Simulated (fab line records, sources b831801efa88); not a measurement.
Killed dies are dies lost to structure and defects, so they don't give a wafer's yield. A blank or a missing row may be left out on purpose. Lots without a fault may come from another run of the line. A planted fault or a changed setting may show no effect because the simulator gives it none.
A struck lot beside a sound one | flow sky130 | 16 steps out of a route of 708
Sound: wafers L735.2, L735.5, L735.6. Struck: wafers L732.2, L732.4, L732.6. The cause comes at the end.
At each step with rows: each side's tool, then ch and its chambers, then its first start. Under that, the readings that differ: sound wafers | struck wafers | difference of the means | sigmas: that difference in standard deviations of wafers without a fault.
alike: readings whose means differ by less than 2 such deviations, and words and numbers that are the same on both sides. not compared: withheld readings, readings that some wafer has no value for, bounds like >300 that may hide the same value, and numbers for which the record gives no deviation and whose values overlap.
The two part at a step that has a row with sigmas, a row that says differs or no value, or rows on one side only. Numbers that don't overlap but have no deviation are shown without sigmas and don't part them. A reading that every wafer of one side lacks parts them only if that side has two wafers or more.

SKY_METAL1_THK_MEAS_06: measures by xrf.
  sound on film_metro-04, day 37 21:18; struck on film_metro-01, day 36 20:37
  alike: METAL1_ALCU_THK
then, 8 steps without rows for these wafers: SKY_METAL1_DEHYDRATE_07 (time 60 s); SKY_METAL1_HMDS_08 (prime time 60 s); SKY_METAL1_COAT_09 (resist thk 60 nm); SKY_METAL1_COAT_10 (resist thk 450 nm); SKY_METAL1_SOFTBAKE_11 (time 90 s); SKY_METAL1_EXPOSE_12 (exposes mask MM1, target cd 140 nm); SKY_METAL1_PEB_13; SKY_METAL1_DEVELOP_14 (develop time 60 s).
SKY_METAL1_CD_MEAS_15: target cd 140 nm.
  sound on cd_sem-02, day 38 22:05; struck on cd_sem-02, day 37 23:07
  alike: cd_nm
SKY_METAL1_OVL_MEAS_16:
  sound on overlay-01, day 38 22:11; struck on overlay-01, day 37 23:14
  alike: METAL1_OVL
SKY_METAL1_DESCUM_17: chemistry O2, time 8 s.
  sound on rie_metal-02 ch 0,1, day 38 22:13; struck on rie_metal-04 ch 0,1, day 37 23:16
  alike: drypump_motor_current_A, oes_product_au
  not compared: rf_hours_counter_h
SKY_METAL1_ETCH_18: etches BARC in N2/H2, stops on SiO2, time 45.9 s, target depth 60 nm.
  sound on rie_metal-02 ch 0,1, day 38 22:15; struck on rie_metal-04 ch 0,1, day 37 23:17
  no value came back on the struck wafers for any of 6 readings (bias_w (W), chamber_pressure_mTorr (mTorr) and others); on the sound wafers bias_w (W) reads 99.5 99.8 99.7
  reading                                       | sound           | struck            | difference | sigmas
  model.KrF-thick_of_METAL1_COAT_10.thk_nm (nm) | 391.1 391.7 392 | 437.1 436.8 435.9 | +45.0      |
  not compared: rf_hours_counter_h
SKY_METAL1_METAL_ETCH_19: etches the open film in Cl2/BCl3, stops on SiO2, target depth 360 nm, time 78 s.
  sound on rie_metal-02 ch 0,1, day 38 22:19; struck on rie_metal-04 ch 0,1, day 37 23:22
  reading                                       | sound             | struck            | difference | sigmas
  oes_product_au (a.u.)                         | 0.858 0.862 0.851 | 0.374 0.373 0.369 | -0.485     | -92
  model.KrF-thick_of_METAL1_COAT_10.thk_nm (nm) | 154.6 157.4 156.5 | 201.7 196.9 200.6 | +43.6      |
  alike: bcl3_flow_sccm, bias_w, drypump_motor_current_A, throttle_valve_pct
  not compared: rf_hours_counter_h
SKY_METAL1_STRIP_20: strips in O2/N2.
  sound on plasma_asher-04 ch 0,1, day 38 22:24; struck on plasma_asher-03 ch 0, day 37 23:27
  reading                      | sound             | struck            | difference | sigmas
  drypump_motor_current_A (A)  | 4.7 5.2 4.7       | 6.1 6.0 6.0       | +1.2       | +3
  o2_flow_sccm (sccm)          | 2994 2978 2997    | 3001 3010 3017    | +20        | +2
  oes_product_au (a.u.)        | 0.340 0.337 0.347 | 0.368 0.367 0.362 | +0.024     | +5
  strip_time_to_endpoint_s (s) | 2.65 2.68 2.67    | 3.16 3.11 3.18    | +0.48      | +13
  not compared: rf_hours_counter_h
then, 1 step without rows for these wafers: SKY_METAL1_STRIP_21 (strips in post etch residue remover, time 1200 s).

WHERE THEY PART
First at SKY_METAL1_ETCH_18; last, within this record, at SKY_METAL1_STRIP_20.

WHY: what the simulator had put in
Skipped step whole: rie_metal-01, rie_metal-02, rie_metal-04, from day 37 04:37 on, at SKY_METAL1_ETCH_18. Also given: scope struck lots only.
